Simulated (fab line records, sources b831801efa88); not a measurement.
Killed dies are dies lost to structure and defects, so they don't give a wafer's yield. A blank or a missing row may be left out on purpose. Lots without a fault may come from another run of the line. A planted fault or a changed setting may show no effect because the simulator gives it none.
Split-lot experiment | flow sky130 | 5 lots, 23 wafers read, on a route of 708 steps

THE SPLIT
At SKY_GATE_OXIDE_COAT_05 (resist thk 1140 nm), the setting resist_thk_nm was moved away from the recipe's 1140 nm on 8 of the 23 wafers read, by -4.9% to +4.7%. The other wafers ran this setting at the recipe's value.

The reading is taken at the split's own step.

THE READING
NOVOLAK_of_GATE_OXIDE_COAT_05.thk_nm (the simulator's own value, which no gauge read), in nm, at SKY_GATE_OXIDE_COAT_05 (resist thk 1140 nm). The file gives no usual value for it. The 15 wafers here that ran the recipe average 1140 nm, standard deviation 4 nm.

wafer  | tool, chamber at the split | resist_thk_nm as run, nm | against the recipe | NOVOLAK_of_GATE_OXIDE_COAT_05.thk_nm, nm | against lot-mates on the recipe
L077.1 | litho_track-02, 0          | 1140                     | recipe             | 1145                                     | -
L077.2 | litho_track-02, 0          | 1109                     | -2.7%              | 1111                                     | -31
L077.3 | litho_track-02, 0          | 1140                     | recipe             | 1141                                     | -
L077.4 | litho_track-02, 0          | 1140                     | recipe             | 1141                                     | -
L077.5 | litho_track-02, 0          | 1109                     | -2.7%              | 1109                                     | -33
L079.1 | litho_track-03, 0          | 1140                     | recipe             | 1133                                     | -
L079.2 | litho_track-03, 0          | 1194                     | +4.7%              | 1190                                     | +58
L079.3 | litho_track-03, 0          | 1194                     | +4.7%              | 1190                                     | +58
L079.4 | litho_track-03, 0          | 1194                     | +4.7%              | 1190                                     | +58
L079.5 | litho_track-03, 0          | 1140                     | recipe             | 1130                                     | -
L080.2 | litho_track-03, 0          | 1140                     | recipe             | 1140                                     | -
L080.3 | litho_track-03, 0          | 1140                     | recipe             | 1138                                     | -
L080.5 | litho_track-03, 0          | 1140                     | recipe             | 1138                                     | -
L080.4 | litho_track-03, 0          | 1140                     | recipe             | 1142                                     | -
L080.6 | litho_track-03, 0          | 1140                     | recipe             | 1144                                     | -
L083.1 | litho_track-03, 0          | 1084                     | -4.9%              | 1085                                     | -56
L083.3 | litho_track-03, 0          | 1084                     | -4.9%              | 1086                                     | -56
L083.6 | litho_track-03, 0          | 1084                     | -4.9%              | 1086                                     | -56
L083.4 | litho_track-03, 0          | 1140                     | recipe             | 1143                                     | -
L083.5 | litho_track-03, 0          | 1140                     | recipe             | 1140                                     | -
L085.1 | litho_track-03, 0          | 1140                     | recipe             | 1143                                     | -
L085.2 | litho_track-03, 0          | 1140                     | recipe             | 1143                                     | -
L085.4 | litho_track-03, 0          | 1140                     | recipe             | 1144                                     | -

THE FIT
A straight line over all 23 wafers: NOVOLAK_of_GATE_OXIDE_COAT_05.thk_nm changes by +10.8 nm for each +1% of resist_thk_nm; r = +0.99; the points scatter about the line by 3.5 nm.
The same after taking each lot's own level away (the mean of its wafers on the recipe; 23 wafers): +11.9 nm for each +1%; r = +1.00; scatter 1.9 nm.
On that fit, the largest move of resist_thk_nm shifts the reading by 58 nm.
The lots' own levels span 1131.5 to 1143.3 nm, that is 2.9 times the standard deviation above.
So the lot-to-lot level changes the slope little: the two slopes agree.
Check: with one of the wafers moved furthest among these (-4.9%) left out of the fit, the line predicts -58 nm for it against its lot-mates. It came out at -56.5 nm against them.

OTHER SPLITS ON THESE WAFERS
These wafers also went through other splits before the reading. Each is held against what the fit with the lots' levels taken away leaves over:
other split on the same wafers            | wafers away from the commonest value | r with NOVOLAK_of_GATE_OXIDE_COAT_05.thk_nm (lot level and that fit taken away)
SKY_VT_ADJUST_LVTN_STRIP_20 o2_flow_sccm  | 8                                    | -0.16
SKY_VT_ADJUST_NCORE_DEVELOP_06 dev_temp_c | 9                                    | +0.09
SKY_VT_ADJUST_HVTR_COAT_02 spin_rpm       | 11                                   | +0.00
SKY_VT_ADJUST_PCH_IMPLANT_08 energy_kev   | 10                                   | -0.11
SKY_SONOS_TUNNEL_IMPLANT_09 dose_cm2      | 8                                    | +0.06
SKY_SONOS_ONO_CVD_02 pressure_mtorr       | 15                                   | +0.05
SKY_SONOS_ONO_EXPOSE_10 dose_mj           | 8                                    | +0.16
SKY_SONOS_ONO_ETCH_15 source_w            | 6                                    | -0.09

THE WHOLE CHAIN: every reading that the file lists as answering this split, in the file's order
step                    | what it does       | reading                                                                               | change (the file's fit)              | r (the file's)
SKY_GATE_OXIDE_COAT_05  | resist thk 1140 nm | NOVOLAK_of_GATE_OXIDE_COAT_05.thk_nm (the simulator's own value, which no gauge read) | +11.8 nm for each +1% of the setting | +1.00
SKY_GATE_OXIDE_STRIP_13 | strips in O2/N2    | strip_time_to_endpoint_s                                                              | withheld for each +1% of the setting | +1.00

THE FILE'S OWN FIT
NOVOLAK_of_GATE_OXIDE_COAT_05.thk_nm changes by +11.8 nm for each +1% of resist_thk_nm, r = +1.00.
